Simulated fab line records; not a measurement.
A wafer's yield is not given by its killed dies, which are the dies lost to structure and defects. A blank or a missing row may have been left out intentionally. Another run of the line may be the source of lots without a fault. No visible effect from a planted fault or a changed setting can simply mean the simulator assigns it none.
fab line records	flow sky130
record: lots: 12	wafers: 36	last_day: 50
route steps=708 shown FIELD_ISO@1 DNWELL@37 PAD_OPEN@708
lots with no fault: from the same line, run without faults
start_h: hours from the record's opening day to when the first of the lot's shown wafers began	wait_h: hours from the lot's prior step to this one	" the same as in the row above	L1.1+2: several wafers, shown together as one row	- value missing, or start not given	* or withheld: withheld	< > ~ a bound
route shown NAME@n: a module of which the file shows steps, and the number in the route of the first	usual: the fault-free wafers' mean and standard deviation	same: alike in all rows	chamber/n: place in a boat	sites: each site's reading	_std_site: standard deviation across them	_edge_site: the outer-site mean with the inner-site mean subtracted	radius_mm: for every site, how far away it sits from the centre of the wafer	mask NAME#n: copy n	behind: the tool/chamber that last shaped the wafer	hold: why the lot was held/for how many hours/how that ended	device: transistor that didn't switch, given as n, p or np	end of line: at the end of the route, the tests of the same wafers	a step with no rows: only its recipe	killed: dies that structure and defects cost at the first sort, which is not the same as the wafer's yield	map: dies across one wafer; x = killed, . = not, _ = none there
set.NAME: the setting the step ran with; set.NAME@STEP: the setting that earlier step ran with	model.NAME: the simulator's own value behind a step, which no gauge read
the route's steps for a sample of lots (tables are steps, rows are wafers)
services: the hour from which a tool's chamber was out of use, counted from the record's first day as start_h (under 0 if before that day), plus the number of hours and why
== steps ==
step: SKY_FIELD_ISO_BOW_MEAS_00
recipe: mode: bow
usual: INCOMING_BOW: 0/6.2
lot.wafer	tool	chamber	start_h	wait_h	INCOMING_BOW[um]
L395.1	film_metro-03	-	10.00	-	-2
L395.3	"	-	"	"	-2
L395.5	"	-	"	"	4
L396.1	film_metro-03	-	15.00	-	-6
L396.2	"	-	"	"	-4
L396.3	"	-	"	"	-2
L397.2	film_metro-03	-	20.02	-	-4
L397.3	"	-	"	"	-2
L397.4	"	-	"	"	9
L400.2	film_metro-02	-	35.02	-	-12
L400.3	"	-	"	"	-5
L400.5	"	-	"	"	-6
L402.1	film_metro-01	-	45.00	-	-4
L402.2	"	-	"	"	5
L402.6	"	-	"	"	10
L406.1	film_metro-02	-	65.00	-	-1
L406.5	"	-	"	"	1
L406.6	"	-	"	"	7
L409.1	film_metro-02	-	80.00	-	1
L409.3	"	-	"	"	-2
L409.5	"	-	"	"	6
L411.1	film_metro-01	-	90.00	-	1
L411.2	"	-	"	"	-5
L411.5	"	-	"	"	-6
L413.1	film_metro-01	-	100.00	-	14
L413.3	"	-	"	"	-4
L413.4	"	-	"	"	2
L415.2	film_metro-03	-	110.02	-	0
L415.4	"	-	"	"	-3
L415.5	"	-	"	"	-10
L417.3	film_metro-03	-	120.04	-	7
L417.5	"	-	"	"	-2
L417.6	"	-	"	"	7
L418.2	film_metro-01	-	125.02	-	4
L418.4	"	-	"	"	9
L418.6	"	-	"	"	4
step: SKY_FIELD_ISO_CMP_27
recipe: stop_on: Si3N4	t_overpolish_s: 15.25	down_force_psi: 4	platen_rpm: 60	target_thk_nm: 457.8	pad_velocity_m_s: 0.94248
usual: head_pressure_psi: 4.000/0.0085	motor_current_A: 12.6/1.1	overpolish_run_s: 15.249/0.0092	platen_rpm: 60.00/0.045	time_to_endpoint_s: 111/4.5
lot.wafer	tool	chamber	start_h	wait_h	head_pressure_psi	motor_current_A	overpolish_run_s	platen_rpm	time_to_endpoint_s
L395.1	cmp-01	3	38.38	0.1	4.009	12.4	15.255	60.06	108
L395.3	"	1	"	"	4.002	11.0	15.237	59.99	106
L395.5	"	3	"	"	3.990	12.0	15.254	59.99	106
L396.2	cmp-02	1	42.40	0.0	4.012	14.5	15.258	60.03	113
L396.1	"	2	"	"	4.000	11.6	15.264	60.00	114
L396.3	"	0	"	"	4.005	14.9	15.260	59.99	115
L397.4	cmp-01	0	46.69	0.0	3.985	12.0	15.252	59.99	112
L397.3	"	2	"	"	4.008	14.7	15.238	60.02	114
L397.2	"	3	"	"	3.997	12.1	15.249	59.95	110
L400.3	cmp-01	2	61.41	0.1	4.004	14.0	15.258	60.08	110
L400.2	"	3	"	"	4.013	11.1	15.244	60.01	109
L400.5	"	1	"	"	3.997	11.5	15.237	60.01	100
L402.1	cmp-01	1	73.04	0.1	4.015	11.9	15.245	60.00	104
L402.2	"	2	"	"	4.003	13.8	15.249	60.03	111
L402.6	"	0	"	"	4.005	11.3	15.233	59.97	112
L406.1	cmp-01	1	90.73	0.1	3.986	11.8	15.250	59.95	107
L406.6	"	3	"	"	4.020	11.9	15.253	60.13	114
L406.5	"	0	"	"	4.002	11.9	15.264	60.04	117
L409.3	cmp-01	3	111.80	0.0	4.002	11.7	15.241	60.00	116
L409.1	"	1	"	"	4.005	11.7	15.259	60.00	112
L409.5	"	3	"	"	3.992	11.2	15.248	60.11	117
L411.1	cmp-01	1	117.71	0.0	4.000	11.6	15.249	60.01	111
L411.2	"	0	"	"	3.984	11.6	15.240	60.05	114
L411.5	"	1	"	"	4.008	11.9	15.233	59.99	105
L413.3	cmp-01	2	128.21	0.1	4.008	13.9	15.232	59.98	118
L413.1	"	3	"	"	4.007	11.6	15.258	60.09	114
L413.4	"	0	"	"	3.989	12.0	15.252	60.04	113
L415.2	cmp-02	1	138.55	0.0	3.987	14.3	15.257	60.05	109
L415.4	"	0	"	"	3.991	13.9	15.246	59.99	116
L415.5	"	1	"	"	3.984	14.1	15.244	60.10	106
L417.3	cmp-02	1	149.82	0.1	4.008	14.3	15.257	60.05	105
L417.5	"	3	"	"	4.004	12.8	15.260	60.02	111
L417.6	"	0	"	"	4.007	14.5	15.245	60.00	111
L418.4	cmp-01	2	155.64	0.0	4.006	13.7	15.241	60.00	120
L418.2	"	3	"	"	3.983	11.7	15.244	60.06	112
L418.6	"	2	"	"	3.998	13.7	15.265	59.99	117
step: SKY_DNWELL_COAT_02
recipe: spin_rpm: 2000	resist_thk_nm: 3000
usual: spin_speed_rpm: 2000.0/1.3
lot.wafer	tool	chamber	start_h	wait_h	spin_speed_rpm
L395.1	litho_track-03	0	48.52	0.1	2001.4
L395.3	"	0	"	"	1999.6
L395.5	"	0	"	"	1999.9
L396.1	litho_track-04	0	53.56	0.1	2000.7
L396.2	"	0	"	"	1998.5
L396.3	"	0	"	"	1999.5
L397.2	litho_track-02	0	58.06	0.1	1999.2
L397.3	"	0	"	"	2000.9
L397.4	"	0	"	"	2001.4
L400.2	litho_track-04	0	71.59	0.1	2000.6
L400.3	"	0	"	"	2000.4
L400.5	"	0	"	"	1999.7
L402.1	litho_track-04	0	83.16	0.1	2262.5
L402.2	"	0	"	"	2261.9
L402.6	"	0	"	"	2263.8
L406.1	litho_track-04	0	104.06	0.1	2265.6
L406.5	"	0	"	"	2263.8
L406.6	"	0	"	"	2264.8
L409.1	litho_track-02	0	123.28	0.1	2000.3
L409.3	"	0	"	"	1999.0
L409.5	"	0	"	"	1997.0
L411.1	litho_track-02	0	129.78	0.1	2001.0
L411.2	"	0	"	"	1999.2
L411.5	"	0	"	"	1998.0
L413.1	litho_track-03	0	139.52	0.1	2002.0
L413.3	"	0	"	"	1999.5
L413.4	"	0	"	"	1999.6
L415.2	litho_track-03	0	150.84	0.1	1999.4
L415.4	"	0	"	"	1999.0
L415.5	"	0	"	"	2001.8
L417.3	litho_track-04	0	162.86	0.1	1998.1
L417.5	"	0	"	"	1998.9
L417.6	"	0	"	"	2000.7
L418.2	litho_track-04	0	169.44	0.1	2000.7
L418.4	"	0	"	"	2000.9
L418.6	"	0	"	"	2000.3
step: SKY_DNWELL_STRIP_08
recipe: chemistry: O2/N2	power_w: 1400	pressure_mtorr: 1500	platen_temp_c: withheld	o2_flow_sccm: 3000	n2_flow_sccm: 300	overash_fraction: 0.5
usual: drypump_motor_current_A: 5.77/0.29	oes_product_au: 0.723/0.0043	strip_time_to_endpoint_s: 36.97/0.093
lot.wafer	tool	chamber	start_h	wait_h	drypump_motor_current_A	oes_product_au	rf_hours_counter_h	strip_time_to_endpoint_s
L395.1	plasma_asher-02	0	56.52	0.1	5.31	0.721	24	37.06
L395.3	"	1	"	"	6.16	0.726	-	37.02
L395.5	"	1	"	"	6.19	0.729	-	37.04
L396.1	plasma_asher-01	0	62.16	0.1	5.84	0.721	36	36.92
L396.2	"	1	"	"	5.69	0.722	36	36.93
L396.3	"	1	"	"	5.71	0.717	-	36.93
L397.2	plasma_asher-04	1	66.32	0.1	6.03	0.718	39	36.99
L397.3	"	1	"	"	6.03	0.720	-	37.03
L397.4	"	0	"	"	5.58	0.720	-	37.07
L400.2	plasma_asher-01	0	80.07	0.1	5.84	0.723	37	36.88
L400.3	"	0	"	"	5.87	0.724	-	36.92
L400.5	"	0	"	"	5.85	0.719	-	36.90
L402.1	plasma_asher-04	0	91.51	0.1	5.59	0.720	42	34.81
L402.2	"	1	"	"	6.00	0.726	42	34.90
L402.6	"	1	"	"	6.01	0.722	-	34.87
L406.1	plasma_asher-02	0	113.91	0.1	5.34	0.722	30	34.95
L406.5	"	0	"	"	5.34	0.727	-	34.89
L406.6	"	1	"	"	6.15	0.718	-	34.99
L409.1	plasma_asher-02	0	132.88	0.1	5.31	0.714	33	36.83
L409.3	"	1	"	"	6.18	0.733	-	36.88
L409.5	"	1	"	"	6.14	0.732	-	36.81
L411.1	plasma_asher-01	1	139.18	0.1	5.69	0.720	43	37.10
L411.2	"	0	"	"	5.83	0.726	43	37.11
L411.5	"	1	"	"	5.69	0.722	-	37.10
L413.1	plasma_asher-01	0	150.07	0.1	5.83	0.723	44	36.90
L413.3	"	1	"	"	5.68	0.712	-	36.95
L413.4	"	0	"	"	5.82	0.723	-	36.93
L415.2	plasma_asher-01	1	161.03	0.1	5.72	0.729	45	37.03
L415.4	"	0	"	"	5.84	0.717	-	36.96
L415.5	"	0	"	"	5.84	0.720	-	36.90
L417.3	plasma_asher-02	0	173.31	0.1	5.31	0.724	-	37.06
L417.5	"	0	"	"	5.29	0.721	-	36.97
L417.6	"	1	"	"	6.18	0.721	-	36.92
L418.2	plasma_asher-04	0	180.71	0.1	5.58	0.721	51	37.00
L418.4	"	1	"	"	6.01	0.726	-	36.90
L418.6	"	1	"	"	6.00	0.726	-	36.96
step: SKY_DNWELL_TW_MEAS_09
usual: DNWELL_TW: 1100/5.3
lot.wafer	tool	chamber	start_h	wait_h	DNWELL_TW
L395.1	film_metro-02	-	56.62	0.1	1105
L395.3	"	-	"	"	1104
L395.5	"	-	"	"	1109
L396.1	film_metro-01	-	62.26	0.1	1093
L396.2	"	-	"	"	1096
L396.3	"	-	"	"	1101
L397.2	film_metro-02	-	66.43	0.1	1096
L397.3	"	-	"	"	1098
L397.4	"	-	"	"	1098
L400.2	film_metro-01	-	80.18	0.1	1103
L400.3	"	-	"	"	1108
L400.5	"	-	"	"	1102
L402.1	film_metro-04	-	91.61	0.1	1092
L402.2	"	-	"	"	1094
L402.6	"	-	"	"	1094
L406.1	film_metro-04	-	114.01	0.1	1103
L406.5	"	-	"	"	1101
L406.6	"	-	"	"	1095
L409.1	film_metro-01	-	132.98	0.1	1100
L409.3	"	-	"	"	1098
L409.5	"	-	"	"	1098
L411.1	film_metro-02	-	139.28	0.1	1102
L411.2	"	-	"	"	1099
L411.5	"	-	"	"	1103
L413.1	film_metro-02	-	150.17	0.1	1101
L413.3	"	-	"	"	1095
L413.4	"	-	"	"	1102
L415.2	film_metro-01	-	161.14	0.1	1106
L415.4	"	-	"	"	1098
L415.5	"	-	"	"	1100
L417.3	film_metro-04	-	173.40	0.1	1088
L417.5	"	-	"	"	1092
L417.6	"	-	"	"	1087
L418.2	film_metro-01	-	180.82	0.1	1102
L418.4	"	-	"	"	1109
L418.6	"	-	"	"	1100
step: SKY_PAD_OPEN_PROBE_99
usual: killed_at_M0_to_M3: 42/6.6	killed_at_M4_up: 3.0/1.7	killed_at_contacts: 24/5.3	killed_at_front_end: 15/4.5	killed_at_other: 0.2/0.49	killed_dies: 83/9	killed_open: 45/6.9	killed_short: 38/5.8
same: gross_dies: 492	killed_at_back_side: 0
lot.wafer	tool	chamber	start_h	wait_h	killed_at_M0_to_M3	killed_at_M4_up	killed_at_contacts	killed_at_front_end	killed_at_other	killed_dies	killed_open	killed_short
L406.1	prober-02	-	1151.61	0.1	40	1	26	22	1	90	47	42
L406.5	prober-02	-	1151.81	0.2	35	5	28	17	0	85	48	37
L406.6	prober-02	-	1151.86	0.2	47	2	17	19	1	86	42	43
L411.1	prober-01	-	1168.44	0.1	47	2	31	12	0	92	48	44
L411.2	prober-01	-	1168.49	0.1	41	3	32	9	2	87	41	44
L411.5	prober-01	-	1168.64	0.2	49	2	38	15	0	104	51	53
L417.3	prober-02	-	1193.20	0.2	38	3	22	16	0	79	40	39
L417.5	prober-02	-	1193.30	0.2	39	2	25	9	0	75	47	28
L417.6	prober-02	-	1193.35	0.2	42	2	21	15	0	80	43	37
killed by level:class
L406.1 CONTACT:geometric_particle:open=14 VIA1:geometric_particle:open=13 POLY_GATE:geometric_particle:short=6 CONTACT:geometric_particle:short=6 POLY_GATE:geometric_particle:open=5 METAL2:geometric_particle:short=5 VIA1:geometric_particle:short=5 FIELD_ISO:geometric_particle:short=4
L406.5 CONTACT:geometric_particle:open=14 LI_CONTACT:geometric_particle:open=8 VIA2:geometric_particle:open=8 POLY_GATE:geometric_particle:open=7 VIA1:geometric_particle:short=6 FIELD_ISO:geometric_particle:open=5 METAL1:geometric_particle:short=5 METAL2:geometric_particle:short=5
L406.6 VIA1:geometric_particle:open=9 CONTACT:geometric_particle:open=8 VIA3:geometric_particle:open=8 METAL2:geometric_particle:short=6 FIELD_ISO:geometric_particle:short=5 VIA1:geometric_particle:short=5 POLY_GATE:geometric_particle:short=4 METAL1:geometric_particle:short=4
L411.1 VIA1:geometric_particle:open=13 CONTACT:geometric_particle:short=9 CONTACT:geometric_particle:open=8 METAL2:geometric_particle:short=8 VIA3:geometric_particle:open=8 VIA2:geometric_particle:open=6 LI_CONTACT:geometric_particle:open=5 METAL1:geometric_particle:short=5
L411.2 VIA1:geometric_particle:open=11 CONTACT:geometric_particle:open=9 VIA1:geometric_particle:short=9 LI_CONTACT:geometric_particle:short=7 METAL2:geometric_particle:short=7 CONTACT:geometric_particle:short=7 LI_CONTACT:geometric_particle:open=6 FIELD_ISO:geometric_particle:short=3
L411.5 CONTACT:geometric_particle:open=18 METAL2:geometric_particle:short=8 METAL1:geometric_particle:short=7 VIA1:geometric_particle:short=7 LOCAL_INTERCONNECT:geometric_particle:short=6 CONTACT:geometric_particle:short=6 FIELD_ISO:geometric_particle:short=5 POLY_GATE:geometric_particle:open=5
L417.3 LI_CONTACT:geometric_particle:open=8 VIA1:geometric_particle:open=7 VIA3:geometric_particle:open=6 CONTACT:geometric_particle:open=6 FIELD_ISO:geometric_particle:short=5 METAL2:geometric_particle:short=5 POLY_GATE:geometric_particle:short=4 LI_CONTACT:geometric_particle:short=4
L417.5 CONTACT:geometric_particle:open=11 VIA2:geometric_particle:open=9 VIA1:geometric_particle:open=8 LI_CONTACT:geometric_particle:open=8 VIA3:geometric_particle:open=6 VIA2:geometric_particle:short=4 METAL2:geometric_particle:short=4 FIELD_ISO:geometric_particle:short=3
L417.6 VIA1:geometric_particle:open=11 LI_CONTACT:geometric_particle:open=9 METAL2:geometric_particle:short=8 VIA3:geometric_particle:open=7 LOCAL_INTERCONNECT:geometric_particle:short=6 FIELD_ISO:geometric_particle:short=5 POLY_GATE:geometric_particle:open=5 CONTACT:geometric_particle:open=4
== services ==
tool	chamber	start_h	hours	kind
cmp-02	-	62.42	4.2	pm
cmp-02	-	66.64	4.0	pm
cmp-01	-	68.35	0.2	repair
cmp-02	-	70.64	-	consumable_replace:conditioner
cmp-02	-	70.64	-	consumable_replace:pad
cmp-02	-	70.73	2.3	repair
plasma_asher-01	-	86.29	9.6	repair
cmp-02	-	87.53	14.0	pm
cmp-02	-	106.11	2.4	repair
litho_track-03	-	127.13	-	consumable_replace:filter
cmp-01	-	130.78	0.9	repair
plasma_asher-04	-	139.87	9.2	repair
cmp-01	-	160.34	1.2	repair
== key ==
first_sign: step: SKY_DNWELL_COAT_02	reading: spin_speed_rpm	direction: up	sigmas: 99+	usual: 2000.0	struck: 2263.7
effect: step: SKY_DNWELL_STRIP_08	reading: strip_time_to_endpoint_s	direction: down	sigmas: 22	usual: *	struck: *
met_at SKY_DNWELL_COAT_02
struck_lots L402,L406
tester_left_out L402,L406
not_acting_at SKY_FIELD_ISO_BOW_MEAS_00,SKY_FIELD_ISO_CMP_27,SKY_DNWELL_TW_MEAS_09
onset_between 71.59 83.16
fault: kind: process_parameter_drift	tool: litho_track-04	chamber: -	onset_h: 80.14	steps: SKY_DNWELL_COAT_02	channel: spin_rpm	offset: 263.15	shape: step	end_h: 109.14	acts_in: these_recipes_only	stated: 2000
tester_left_out: of these lots the tester's yield and bins aren't shown, on N5 and GAA mostly nor the transistor test; their killed dies are dies lost to structure and defects alone, not to doping, threshold or leakage, so they don't give the yield
